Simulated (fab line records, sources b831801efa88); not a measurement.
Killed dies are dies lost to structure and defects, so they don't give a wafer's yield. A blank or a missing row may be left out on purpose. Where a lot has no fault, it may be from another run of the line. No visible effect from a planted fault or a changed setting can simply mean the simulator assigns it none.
Commonality check across tools -- flow gf180mcu -- Lots sampled 8, wafers sampled 24

## WHY THIS WAS OPENED
At GF_NWELL_TW_MEAS_11 the reading NWELL_TW is flagged on 3 of 8 lots. Fault-free wafers read 1580, with a standard deviation of 15.
Rule: a lot gets a flag if all its wafers with a number sit over 4 standard deviations from that mean, or if no wafer of it has a number. All remaining lots are regarded as sound.

lot,measured,on,"NWELL_TW, wafer by wafer",flag
L176,day 3 08:32,filmMetro-03,1566 1572 1561,
L177,day 3 13:41,filmMetro-02,1575 1564 1564,
L179,day 4 01:07,filmMetro-03,1576 1573 1577,
L180,day 4 06:49,filmMetro-02,1557 1558 1562,
L183,day 4 22:29,filmMetro-02,1563 1567 1569,
L185,day 5 09:58,filmMetro-02,2400 2401 2403,FLAGGED
L186,day 5 15:39,filmMetro-04,2439 2434 2422,FLAGGED
L187,day 5 20:41,filmMetro-03,2384 2383 2394,FLAGGED
On average the flagged lots' numbers are 2407, which is +827 against the usual, or +55 standard deviations.

## WHICH TOOL EACH LOT WENT THROUGH
Before the reading, the record contains 2 process steps out of a 602-step route. In each cell: the tool, then ch and the chambers that the sampled wafers went through, then the start.
lot,flag,GF_DNWELL_STRIP_08,GF_NWELL_IMPLANT_08
L176,,"plasmaAsher-02 ch 0,1, day 2 19:13","implanter-02 ch 0, day 3 08:08"
L177,,"plasmaAsher-03 ch 0,1, day 3 00:23","implanter-02 ch 0, day 3 13:17"
L179,,"plasmaAsher-03 ch 0,1, day 3 11:46","implanter-02 ch 0, day 4 00:43"
L180,,"plasmaAsher-01 ch 0,1, day 3 16:37","implanter-02 ch 0, day 4 06:26"
L183,,"plasmaAsher-03 ch 0,1, day 4 08:34","implanter-03 ch 0, day 4 22:05"
L185,FLAGGED,"plasmaAsher-01 ch 0,1, day 4 19:19","implanter-03 ch 0, day 5 09:35"
L186,FLAGGED,"plasmaAsher-03 ch 0,1, day 5 00:47","implanter-03 ch 0, day 5 15:17"
L187,FLAGGED,"plasmaAsher-02 ch 0,1, day 5 06:17","implanter-03 ch 0, day 5 20:17"
What these steps do:
- GF_DNWELL_STRIP_08: strips in O2/N2.
- GF_NWELL_IMPLANT_08
- GF_NWELL_TW_MEAS_11

## FLAGGED AGAINST TOTAL, ONE TOOL AT A TIME (gauges that did the reading follow at the end)
step,tool,lots run,flagged,share of the flagged lots,sound lots run after its first flagged lot
GF_DNWELL_STRIP_08,plasmaAsher-01,2,1,some,0
GF_DNWELL_STRIP_08,plasmaAsher-02,2,1,some,0
GF_DNWELL_STRIP_08,plasmaAsher-03,4,1,some,0
GF_NWELL_IMPLANT_08,implanter-02,4,0,none,-
GF_NWELL_IMPLANT_08,implanter-03,4,3,all,0
GF_NWELL_TW_MEAS_11,filmMetro-02,4,1,some,0
GF_NWELL_TW_MEAS_11,filmMetro-03,3,1,some,0
GF_NWELL_TW_MEAS_11,filmMetro-04,1,1,some,0

## WHAT THE TABLE PERMITS
Rows of the table that ran each flagged lot: 1, that is implanter-03 at GF_NWELL_IMPLANT_08.
- implanter-03 at GF_NWELL_IMPLANT_08: 3 of its 4 lots flagged. A fault beginning between L183 (day 4 22:05), its last sound lot, and L185 (day 5 09:35), its first flagged one, fits the data.
What remains is a single tool, implanter-03 at GF_NWELL_IMPLANT_08.

## WHAT WAS PUT IN BY THE SIMULATOR
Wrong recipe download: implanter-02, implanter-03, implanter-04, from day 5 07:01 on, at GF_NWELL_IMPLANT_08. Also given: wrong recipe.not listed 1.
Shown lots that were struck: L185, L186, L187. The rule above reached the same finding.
